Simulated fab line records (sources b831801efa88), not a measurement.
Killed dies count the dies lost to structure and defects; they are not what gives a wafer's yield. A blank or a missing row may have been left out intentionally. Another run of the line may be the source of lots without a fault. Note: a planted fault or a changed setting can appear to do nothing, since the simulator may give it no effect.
2 desks, one fault / flow sky130 / what lay behind the numbers comes last; until then each desk has only its own

== METROLOGY DESK ==
What the gauges read, lot by lot, whatever tool the lot ran on: means of the sampled wafers that have a number. Any lot whose mean is over 4 standard deviations away from the usual mean is out of limits and marked OUT; that distance is given in the brackets.
Columns: A = CONTACT_OVL at SKY_CONTACT_OVL_MEAS_15, usual 0 nm; B = METAL1_ALCU_THK at SKY_METAL1_THK_MEAS_06, usual 246 nm; C = cd nm at SKY_METAL1_CD_MEAS_15, usual 140.3 nm
lot=L819; first seen here=day 32 09:25; A=-3; B=243; C=139.2
lot=L820; first seen here=day 32 19:49; A=3; B=246; C=142.5
lot=L821; first seen here=day 33 06:50; A=-2; B=234; C=141.6
lot=L823; first seen here=day 34 03:40; A=-2; B=234; C=142.2
lot=L831; first seen here=day 36 09:37; A=6; B=244; C=138.0
lot=L833; first seen here=day 37 01:56; A=0; B=243; C=138.0
lot=L835; first seen here=day 37 12:05; A=2; B=246; C=142.0
lot=L836; first seen here=day 37 17:08; A=-2; B=247; C=140.2
lot=L837; first seen here=day 37 21:49; A=-9; B=246; C=142.0
lot=L838; first seen here=day 38 11:58; A=-4; B=249; C=139.2
lot=L839; first seen here=day 39 16:50; A=5; B=248; C=137.7
Result from this desk: across the 11 lots, nothing is out of limits.

== FOR THE TOOL OWNER'S DESK: pvd sputter-01 ==
At SKY_METAL1_SPUTTER_04 (material TiN, target thk 70 nm, time 58.3 s) the tool's own readings: per lot run on this tool, the mean of the sampled wafers that have a number. Any lot whose mean is over 4 standard deviations away from the usual mean is out of limits and marked OUT; that distance is given in the brackets.
Columns: A = chamber pressure pa at SKY_METAL1_SPUTTER_04, usual 0.4001 Pa; B = throttle valve pct at SKY_METAL1_SPUTTER_04, usual 30.0 %
lot=L819; first seen here=day 32 11:37; A=0.3994; B=30.9
lot=L821; first seen here=day 33 08:28; A=0.3997; B=30.8
lot=L823; first seen here=day 34 05:12; A=0.4013; B=30.4
lot=L835; first seen here=day 37 13:37; A=0.4004; B=30.6
lot=L837; first seen here=day 37 23:19; A=0.3995; B=30.8
lot=L839; first seen here=day 39 18:20; A=0.4003; B=30.7
Result from this desk: across the 6 lots, nothing is out of limits.

== TAKEN TOGETHER ==
At the metrology desk, nothing out of limits was observed.
The desk of the tool owner found nothing out of limits.

== WHAT WAS PUT IN BY THE SIMULATOR ==
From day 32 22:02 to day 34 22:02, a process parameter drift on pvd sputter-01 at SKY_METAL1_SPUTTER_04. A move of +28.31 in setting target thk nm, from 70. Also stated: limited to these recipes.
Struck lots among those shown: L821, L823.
